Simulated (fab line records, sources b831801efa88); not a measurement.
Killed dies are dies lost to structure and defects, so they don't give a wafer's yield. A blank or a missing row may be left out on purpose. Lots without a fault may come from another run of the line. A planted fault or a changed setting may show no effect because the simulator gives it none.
fab line records | flow gf180mcu
record lots=13 wafers=39 last_day=34
route steps=602 shown MVSD@75 HV_LDD@208 NSD@242
lots that met no fault: from a run of the same line without faults
start_h: hours from the record's first day to the start of the lot's first wafer shown | wait_h: hours since the lot's step before | " the same as in the row above | L1.1+2: a row that stands for several wafers | - no value, or no start given | * or withheld: withheld | < > ~ a bound
route shown NAME@n: a module of which the file shows steps, and the number in the route of the first | usual: mean/standard deviation of fault-free wafers | same: alike in all rows | chamber/n: place in a boat | sites: the reading at each site | _std_site: their standard deviation | _edge_site: outer sites' mean less inner sites' | radius_mm: how far each site lies from the wafer's centre | mask NAME#n: copy n | behind: the tool/chamber that last shaped the wafer | hold: why the lot was held/for how many hours/how that ended | device: the transistor (n, p or np) that didn't switch | end of line: the same wafers' tests at the end of the route | a step without rows: its recipe alone | killed: dies lost to structure and defects at the first sort, not the wafer's yield | map: a wafer's dies, x killed, . not, _ none there
set.NAME: the setting as run; set.NAME@STEP: as run at that earlier step | model.NAME: the simulator's own value behind a step, which no gauge read
steps of the route over a sample of lots; a table a step, a row a wafer
services: from which hour (start_h, from the record's first day; less than 0 if before it) a tool's chamber was out of use, for how many hours, and why
## steps
# step GF_MVSD_IMPLANT_09
# recipe species=P energy_kev=100 dose_cm2=5e+12 tilt_deg=0
# usual end_station_pressure_torr=5.02e-06/2.6e-07
# columns lot.wafer tool chamber start_h wait_h end_station_pressure_torr
L489.2 implanter-02 0 80.93 0.1 4.89e-06
L489.3 " 0 " " 4.96e-06
L489.5 " 0 " " 5.38e-06
L490.1 implanter-02 0 88.71 0.1 5.14e-06
L490.2 " 0 " " 4.97e-06
L490.4 " 0 " " 4.36e-06
L491.1 implanter-02 0 93.91 0.1 5.53e-06
L491.3 " 0 " " 5.57e-06
L491.4 " 0 " " 4.93e-06
L492.2 implanter-01 0 99.78 0.1 4.82e-06
L492.4 " 0 " " 4.75e-06
L492.6 " 0 " " 5.26e-06
L492.2 implanter-01 0 100.09 0.3 5.07e-06
L492.4 " 0 " " 5.24e-06
L492.6 " 0 " " 5.1e-06
L501.1 implanter-02 0 152.90 0.1 5.36e-06
L501.4 " 0 " " 5.5e-06
L501.6 " 0 " " 5.07e-06
L502.3 implanter-02 0 159.10 0.1 5.6e-06
L502.5 " 0 " " 4.98e-06
L502.6 " 0 " " 4.93e-06
L502.3 implanter-02 0 159.42 0.3 5.34e-06
L502.5 " 0 " " 5.15e-06
L502.6 " 0 " " 4.96e-06
L503.1 implanter-02 0 161.76 0.1 4.81e-06
L503.2 " 0 " " 4.64e-06
L503.3 " 0 " " 5.21e-06
L504.2 implanter-01 0 170.63 0.1 5.09e-06
L504.3 " 0 " " 5.13e-06
L504.6 " 0 " " 4.66e-06
L505.1 implanter-02 0 174.95 0.1 5.26e-06
L505.2 " 0 " " 5.48e-06
L505.3 " 0 " " 4.71e-06
L506.2 implanter-03 0 180.68 0.1 4.85e-06
L506.3 " 0 " " 5.3e-06
L506.5 " 0 " " 5.27e-06
L509.2 implanter-01 0 198.43 0.1 5.03e-06
L509.3 " 0 " " 5.07e-06
L509.6 " 0 " " 5.26e-06
L510.1 implanter-03 0 204.55 0.1 4.99e-06
L510.2 " 0 " " 5.21e-06
L510.5 " 0 " " 4.92e-06
L511.2 implanter-03 0 210.63 0.1 5.32e-06
L511.3 " 0 " " 5.25e-06
L511.4 " 0 " " 5.53e-06
# step GF_MVSD_TW_MEAS_11
# usual MVSD_TW=1593/9
# columns lot.wafer tool chamber start_h wait_h MVSD_TW
L489.2 film_metro-03 - 81.17 0.1 1599
L489.3 " - " " 1581
L489.5 " - " " 1585
L490.1 film_metro-02 - 88.96 0.1 1574
L490.2 " - " " 1586
L490.4 " - " " 1586
L491.1 film_metro-02 - 94.16 0.1 1573
L491.3 " - " " 1583
L491.4 " - " " 1578
L492.2 film_metro-02 - 100.33 0.1 1655
L492.4 " - " " 1652
L492.6 " - " " 1661
L501.1 film_metro-03 - 153.15 0.1 1585
L501.4 " - " " 1593
L501.6 " - " " 1590
L502.3 film_metro-02 - 159.77 0.1 1644
L502.5 " - " " 1653
L502.6 " - " " 1648
L503.1 film_metro-01 - 162.01 0.1 1601
L503.2 " - " " 1594
L503.3 " - " " 1602
L504.2 film_metro-03 - 170.86 0.1 1603
L504.3 " - " " 1598
L504.6 " - " " 1600
L505.1 film_metro-02 - 175.20 0.1 1594
L505.2 " - " " 1593
L505.3 " - " " 1586
L506.2 film_metro-01 - 180.91 0.1 1579
L506.3 " - " " 1588
L506.5 " - " " 1582
L509.2 film_metro-03 - 198.66 0.1 1598
L509.3 " - " " 1603
L509.6 " - " " 1597
L510.1 film_metro-01 - 204.80 0.1 1577
L510.2 " - " " 1586
L510.5 " - " " 1581
L511.2 film_metro-01 - 210.86 0.1 1582
L511.3 " - " " 1587
L511.4 " - " " 1583
# step GF_VT_IMPLANT_RS_MEAS_46
# recipe thk_meas_gauge=four-point-probe
# usual MVSD_RS=456.4/1.1
# columns lot.wafer tool chamber start_h wait_h MVSD_RS[ohm/sq]
L489.2 film_metro-01 - 156.13 0.1 453.9
L489.3 " - " " 456.8
L489.5 " - " " 455.9
L490.1 film_metro-02 - 164.76 0.1 456.1
L490.2 " - " " 454.9
L490.4 " - " " 456.4
L491.1 film_metro-03 - 171.61 0.1 457.0
L491.3 " - " " 457.2
L491.4 " - " " 456.9
L492.2 film_metro-02 - 177.93 0.1 401.8
L492.4 " - " " 401.7
L492.6 " - " " 401.8
L501.1 film_metro-03 - 237.81 0.1 457.6
L501.4 " - " " 458.3
L501.6 " - " " 458.1
L502.3 film_metro-01 - 246.10 0.1 399.5
L502.5 " - " " 400.3
L502.6 " - " " 400.6
L503.1 film_metro-01 - 250.87 0.1 456.7
L503.2 " - " " 454.9
L503.3 " - " " 458.1
L504.2 film_metro-02 - 259.73 0.1 457.0
L504.3 " - " " 458.5
L504.6 " - " " 457.1
L505.1 film_metro-02 - 263.07 0.1 457.8
L505.2 " - " " 457.3
L505.3 " - " " 457.4
L506.2 film_metro-03 - 270.13 0.1 456.6
L506.3 " - " " 456.3
L506.5 " - " " 456.7
L509.2 film_metro-01 - 291.88 0.1 456.1
L509.3 " - " " 456.2
L509.6 " - " " 456.6
L510.1 film_metro-03 - 298.06 0.1 456.0
L510.2 " - " " 457.0
L510.5 " - " " 457.0
L511.2 film_metro-01 - 304.13 0.1 455.2
L511.3 " - " " 455.7
L511.4 " - " " 455.7
# step GF_HV_LDD_OVL_MEAS_32
# usual HV_LDD_02_OVL=-0.2/1.3
# columns lot.wafer tool chamber start_h wait_h HV_LDD_02_OVL[nm]
L489.2 overlay-02 - 251.14 0.1 1.2
L489.3 " - " " 0.4
L489.5 " - " " 1.6
L490.1 overlay-01 - 260.28 0.1 -1.5
L490.2 " - " " -0.4
L490.4 " - " " -1.3
L491.1 overlay-02 - 269.68 0.1 1.5
L491.3 " - " " 0.3
L491.4 " - " " 0.7
L492.2 overlay-02 - 273.64 0.1 -0.8
L492.4 " - " " -1.5
L492.6 " - " " -1.8
L501.1 overlay-01 - 350.23 0.1 -0.2
L501.4 " - " " 1.3
L501.6 " - " " -0.4
L502.3 overlay-01 - 359.14 0.1 0.4
L502.5 " - " " -0.7
L502.6 " - " " -1.1
L503.1 overlay-01 - 366.58 0.1 1.2
L503.2 " - " " -0.6
L503.3 " - " " 1.6
L505.1 overlay-01 - 380.18 0.1 -1.3
L505.2 " - " " -0.4
L505.3 " - " " -1.1
L504.2 overlay-02 - 380.49 0.1 0.5
L504.3 " - " " 2.1
L504.6 " - " " 0.9
L506.2 overlay-02 - 386.69 0.1 1.2
L506.3 " - " " -0.6
L506.5 " - " " 0.5
L509.2 overlay-01 - 412.64 0.1 -1.2
L509.3 " - " " -0.2
L509.6 " - " " -0.7
L510.1 overlay-01 - 417.83 0.1 -0.4
L510.2 " - " " -0.6
L510.5 " - " " 0.7
L511.2 overlay-02 - 425.19 0.1 2.6
L511.3 " - " " 2.3
L511.4 " - " " 1.2
# step GF_NSD_CD_MEAS_07
# recipe target_cd_nm=400
# usual cd_nm=399.3/2
# columns lot.wafer tool chamber start_h wait_h cd_nm
L489.2 cd_sem-02 - 292.74 0.1 399.2
L489.3 " - " " 398.1
L489.5 " - " " 398.7
L490.1 cd_sem-02 - 303.61 0.1 403.1
L490.2 " - " " 400.8
L490.4 " - " " 401.0
L491.1 cd_sem-02 - 314.01 0.1 400.1
L491.3 " - " " 399.6
L491.4 " - " " 400.9
L492.2 cd_sem-01 - 318.34 0.1 398.2
L492.4 " - " " 398.6
L492.6 " - " " 397.3
L501.1 cd_sem-01 - 398.61 0.1 400.8
L501.4 " - " " 399.0
L501.6 " - " " 401.0
L502.3 cd_sem-01 - 409.10 0.1 399.0
L502.5 " - " " 399.5
L502.6 " - " " 399.8
L503.1 cd_sem-02 - 416.96 0.1 396.8
L503.2 " - " " 397.7
L503.3 " - " " 397.7
L505.1 cd_sem-02 - 429.91 0.1 396.8
L505.2 " - " " 400.0
L505.3 " - " " 397.8
L504.2 cd_sem-02 - 430.58 0.1 396.9
L504.3 " - " " 394.8
L504.6 " - " " 396.9
L506.2 cd_sem-01 - 438.63 0.1 399.4
L506.3 " - " " 401.0
L506.5 " - " " 399.2
L509.2 cd_sem-01 - 464.48 0.1 398.0
L509.3 " - " " 396.6
L509.6 " - " " 398.5
L510.1 cd_sem-01 - 470.66 0.1 399.9
L510.2 " - " " 400.1
L510.5 " - " " 399.9
L511.2 cd_sem-01 - 477.63 0.1 399.3
L511.3 " - " " 398.3
L511.4 " - " " 400.6
# step GF_NSD_TW_MEAS_12
# usual NSD_TW=4269/30
# columns lot.wafer tool chamber start_h wait_h NSD_TW
L489.2 film_metro-03 - 293.28 0.1 4341
L489.3 " - " " 4318
L489.5 " - " " 4291
L490.1 film_metro-04 - 304.17 0.1 4213
L490.2 " - " " 4251
L490.4 " - " " 4204
L491.1 film_metro-04 - 314.57 0.1 4255
L491.3 " - " " 4264
L491.4 " - " " 4291
L492.2 film_metro-01 - 318.88 0.1 4273
L492.4 " - " " 4250
L492.6 " - " " 4263
L501.1 film_metro-01 - 399.17 0.1 4272
L501.4 " - " " 4269
L501.6 " - " " 4252
L502.3 film_metro-03 - 409.64 0.1 4312
L502.5 " - " " 4299
L502.6 " - " " 4296
L503.1 film_metro-04 - 417.53 0.1 4234
L503.2 " - " " 4223
L503.3 " - " " 4226
L505.1 film_metro-03 - 430.47 0.1 4322
L505.2 " - " " 4308
L505.3 " - " " 4315
L504.2 film_metro-01 - 431.13 0.1 4261
L504.3 " - " " 4257
L504.6 " - " " 4268
L506.2 film_metro-01 - 439.17 0.1 4277
L506.3 " - " " 4269
L506.5 " - " " 4281
L509.2 film_metro-04 - 465.03 0.1 4275
L509.3 " - " " 4270
L509.6 " - " " 4263
L510.1 film_metro-01 - 471.21 0.1 4230
L510.2 " - " " 4258
L510.5 " - " " 4248
L511.2 film_metro-04 - 478.17 0.1 4264
L511.3 " - " " 4247
L511.4 " - " " 4255
## services
# columns tool chamber start_h hours kind
implanter-02 - 64.98 2.0 repair
implanter-03 - 65.00 0.8 repair
implanter-02 - 65.23 2.9 repair
implanter-01 - 188.22 8.9 pm
implanter-01 - 202.49 3.7 repair
## key
first_sign step=GF_MVSD_IMPLANT_09 reading=visit direction=added
effect step=GF_MVSD_TW_MEAS_11 reading=MVSD_TW direction=up sigmas=6.6 usual=1593 struck=1652
effect step=GF_VT_IMPLANT_RS_MEAS_46 reading=MVSD_RS direction=down sigmas=52 usual=456.4 struck=400.9
met_at GF_MVSD_IMPLANT_09
struck_lots L492,L502
tester_left_out L492,L502
not_acting_at GF_HV_LDD_OVL_MEAS_32,GF_NSD_CD_MEAS_07,GF_NSD_TW_MEAS_12
fault kind=repeated_step_whole tool=implanter-01,implanter-02,implanter-03 chamber=- onset_h=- steps=GF_MVSD_IMPLANT_09 times=1 scope=struck_lots_only
# tester_left_out: of these lots the tester's yield and bins aren't shown, on N5 and GAA mostly nor the transistor test; their killed dies are dies lost to structure and defects alone, not to doping, threshold or leakage, so they don't give the yield
